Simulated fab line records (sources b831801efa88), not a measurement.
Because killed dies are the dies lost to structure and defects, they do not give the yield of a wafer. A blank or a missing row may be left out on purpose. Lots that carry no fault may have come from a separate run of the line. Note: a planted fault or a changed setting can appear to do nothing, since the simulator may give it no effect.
Tool commonality check + flow sky130 + Lots sampled 10, wafers sampled 30

REASON IT WAS OPENED
At SKY_GATE_OXIDE_TW_MEAS_14 the reading GATE_OXIDE_TW is flagged on 2 of 10 lots. Wafers without a fault read 225.1, standard deviation 1.
Rule: a lot is flagged in two cases, either no wafer of it has a number, or all its wafers with numbers fall more than 4 standard deviations from that mean. All remaining lots are regarded as sound.

| lot  | measured     | on            | GATE_OXIDE_TW, wafer by wafer | flag    |
|------|--------------|---------------|-------------------------------|---------|
| L976 | day 13 12:58 | film_metro-02 | 223.9 224.2 225.1             |         |
| L977 | day 13 18:39 | film_metro-04 | 225.5 224.3 224.2             |         |
| L978 | day 14 01:47 | film_metro-04 | 225.3 225.0 227.3             |         |
| L979 | day 14 05:35 | film_metro-02 | 225.0 225.4 226.0             |         |
| L980 | day 14 12:13 | film_metro-04 | 226.6 226.3 226.9             |         |
| L981 | day 14 22:13 | film_metro-03 | 223.6 223.9 223.6             |         |
| L985 | day 16 11:40 | film_metro-04 | 225.0 226.1 226.2             |         |
| L986 | day 16 23:19 | film_metro-04 | 224.8 225.7 225.1             |         |
| L990 | day 18 17:26 | film_metro-04 | 326.4 325.9 328.8             | FLAGGED |
| L991 | day 19 03:02 | film_metro-02 | 324.9 324.9 324.8             | FLAGGED |
The numbers of the flagged lots are 325.9 on average: +100.8 against the usual, or +99 or more standard deviations.

WHICH TOOL EACH LOT WENT THROUGH
The record holds 1 process step before the reading, out of a route of 708 steps. Each cell gives the tool, then ch followed by the chambers the sampled wafers passed through, then the start.
| lot  | flag    | SKY_GATE_OXIDE_IMPLANT_11       |
|------|---------|---------------------------------|
| L976 |         | implanter-03 ch 0, day 13 12:37 |
| L977 |         | implanter-03 ch 0, day 13 18:18 |
| L978 |         | implanter-02 ch 0, day 14 01:25 |
| L979 |         | implanter-03 ch 0, day 14 05:16 |
| L980 |         | implanter-02 ch 0, day 14 11:46 |
| L981 |         | implanter-03 ch 0, day 14 21:46 |
| L985 |         | implanter-03 ch 0, day 16 11:19 |
| L986 |         | implanter-02 ch 0, day 16 22:58 |
| L990 | FLAGGED | implanter-02 ch 0, day 18 17:05 |
| L991 | FLAGGED | implanter-01 ch 0, day 19 02:41 |
What is done by these steps:
- SKY_GATE_OXIDE_IMPLANT_11
- SKY_GATE_OXIDE_TW_MEAS_14

FLAGGED AGAINST TOTAL, ONE TOOL AT A TIME (gauges that did the reading follow at the end)
| step                      | tool          | lots run | flagged | share of the flagged lots | sound lots run after its first flagged lot |
|---------------------------|---------------|----------|---------|---------------------------|--------------------------------------------|
| SKY_GATE_OXIDE_IMPLANT_11 | implanter-01  | 1        | 1       | some                      | 0                                          |
| SKY_GATE_OXIDE_IMPLANT_11 | implanter-02  | 4        | 1       | some                      | 0                                          |
| SKY_GATE_OXIDE_IMPLANT_11 | implanter-03  | 5        | 0       | none                      | -                                          |
| SKY_GATE_OXIDE_TW_MEAS_14 | film_metro-02 | 3        | 1       | some                      | 0                                          |
| SKY_GATE_OXIDE_TW_MEAS_14 | film_metro-03 | 1        | 0       | none                      | -                                          |
| SKY_GATE_OXIDE_TW_MEAS_14 | film_metro-04 | 6        | 1       | some                      | 0                                          |

WHAT IS ALLOWED BY THE TABLE
No row of the table ran every flagged lot.

WHAT THE SIMULATOR HAD INSERTED
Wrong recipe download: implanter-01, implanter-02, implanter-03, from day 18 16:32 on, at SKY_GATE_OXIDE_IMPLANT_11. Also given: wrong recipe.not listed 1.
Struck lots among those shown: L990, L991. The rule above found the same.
